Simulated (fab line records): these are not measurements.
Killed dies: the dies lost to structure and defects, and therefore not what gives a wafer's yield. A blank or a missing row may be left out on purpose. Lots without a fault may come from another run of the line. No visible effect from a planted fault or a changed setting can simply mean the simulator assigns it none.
The same fault as seen by 2 desks ; flow sky130 ; each desk holds nothing but its own numbers, with what lay behind them at the end

AT THE TOOL OWNER'S DESK: hdpcvd-01
The tool's own readings at SKY_VIA4_HDPCVD_00 (deposits SiO2, target thk 1750 nm, time 291.7 s): means of the sampled wafers that have a number, for each lot that ran on this tool. The brackets show how far a lot's mean lies from the usual mean; more than 4 standard deviations puts the lot out of limits, marked OUT.
Columns: A = runLengthS at SKY_VIA4_HDPCVD_00, usual 319.5 s
lot;first seen here;A
L794;day 42 06:52;319.3
L795;day 43 04:38;319.2
L798;day 43 14:01;319.5
L800;day 43 23:00;320.1
L803;day 44 21:50;319.5
L805;day 45 11:42;400.5 (+99 or more) OUT
This desk's finding: out of limits on L805; first on L805, day 45 11:42 (runLengthS at SKY_VIA4_HDPCVD_00). In limits: L794, L795, L798, L800, L803.

AT THE METROLOGY DESK
What the gauges read for every lot (on any tool): the sampled wafers with a number, averaged. The brackets show how far a lot's mean lies from the usual mean; more than 4 standard deviations puts the lot out of limits, marked OUT.
Columns: A = VIA4_HDPCVD_THK at SKY_VIA4_THK_MEAS_01, usual 1744 nm
lot;first seen here;A
L793;day 42 00:30;1754
L794;day 42 07:03;1747
L795;day 43 04:50;1737
L797;day 43 09:14;1737
L798;day 43 14:12;1716
L799;day 43 19:44;1740
L800;day 43 23:16;1746
L801;day 44 11:05;1759
L803;day 44 22:02;1723
L805;day 45 11:53;2237 (+31) OUT
L813;day 47 11:37;1747
L814;day 47 22:24;1753
This desk's finding: out of limits on L805; first on L805, day 45 11:53 (VIA4_HDPCVD_THK at SKY_VIA4_THK_MEAS_01). In limits: L793, L794, L795, L797, L798, L799, L800, L801, L803, L813, L814.

BROUGHT TOGETHER
On L805, at day 45 11:42, an alarm was possible from the tool owner's desk.
Metrology desk: alarm possible at day 45 11:53 on L805.
Of the lots named, all ran SKY_VIA4_HDPCVD_00 on hdpcvd-01.

WHAT WAS PUT IN BY THE SIMULATOR
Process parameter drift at SKY_VIA4_HDPCVD_00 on hdpcvd-01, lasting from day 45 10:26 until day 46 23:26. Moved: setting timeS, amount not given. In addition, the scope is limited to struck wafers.
Struck lots among those shown: L805.
Hours from the fault's start to each desk's first reading out of limits: the tool owner's desk, 1; the metrology desk, 1.
